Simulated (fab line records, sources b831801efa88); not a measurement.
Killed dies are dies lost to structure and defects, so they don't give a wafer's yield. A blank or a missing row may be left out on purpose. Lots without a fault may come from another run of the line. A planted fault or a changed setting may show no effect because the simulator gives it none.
Chamber matching | flow gf180mcu | GF_V4_CMP_04 on cmp-02: 4 sister chambers
The step polishes SiO2. 14 wafers are shown with their chamber, then 7 later ones without.

WAFERS WITH THEIR CHAMBER
wafer  | chamber | motor_current_A (A) | head_pressure_psi (psi) | time_to_endpoint_s (s)
L710.2 | 0       | 11.8                | 4.004                   | 71
L710.3 | 2       | 14.1                | 3.994                   | 74
L710.5 | 1       | 11.2                | 3.989                   | 80
L715.2 | 3       | 12.5                | 3.999                   | 85
L715.3 | 0       | 11.7                | 4.003                   | 78
L715.5 | 0       | 12.1                | 4.031                   | 83
L718.1 | 2       | 14.0                | 4.001                   | 82
L718.2 | 3       | 12.8                | 4.003                   | 82
L718.3 | 1       | 11.1                | 4.000                   | 78
L723.2 | 3       | 13.2                | 3.997                   | 72
L723.5 | 1       | 11.2                | 3.989                   | 83
L723.6 | 0       | 12.0                | 3.996                   | 79
L728.3 | 0       | 12.0                | 3.992                   | 81
L728.4 | 2       | 13.6                | 4.004                   | 85

SIGNATURES (means of the wafers above)
reading            | chamber 0 | chamber 1 | chamber 2 | chamber 3 | scatter within a chamber
motor_current_A    | 11.920    | 11.167    | 13.900    | 12.833    | 0.224
head_pressure_psi  | 4.00520   | 3.99267   | 3.99967   | 3.99967   | 0.0104
time_to_endpoint_s | 78.40     | 80.33     | 80.33     | 79.67     | 5.03
Rule: a wafer's distance from a chamber is the root of the sum, over the readings, of the square of ((its reading less the chamber's mean) divided by the reading's scatter). The wafer belongs to the nearest chamber; if the next one is less than 2 further off, it can't be placed. The scatter: the root of (the sum of the squares of (reading less its chamber's mean) over the shown wafers, divided by (wafers less chambers)).

WAFERS WITHOUT THEIR CHAMBER
wafer  | motor_current_A (A) | head_pressure_psi (psi) | time_to_endpoint_s (s)
L728.6 | 14.2                | 3.999                   | 90
L731.3 | 12.8                | 3.993                   | 86
L731.5 | 13.1                | 4.004                   | 90
L731.6 | 11.6                | 3.987                   | 86
L733.1 | 13.4                | 4.002                   | 83
L733.3 | 12.0                | 3.991                   | 87
L733.5 | 11.2                | 3.995                   | 92

WHICH CHAMBER EACH WENT THROUGH
wafer  | from the rows above          | in truth
L728.6 | 2                            | 2
L731.3 | 3                            | 3
L731.5 | can't be placed: 3 or 2      | 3
L731.6 | can't be placed: 1 or 0      | 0
L733.1 | can't be placed: 2 or 3      | 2
L733.3 | can't be placed: 0 or 1 or 3 | 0
L733.5 | can't be placed: 1 or 0      | 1
Placed correctly: 2 of 7. Can't be placed from these rows: 5 (the true chamber is among the candidates in 5). Placed wrongly: 0.
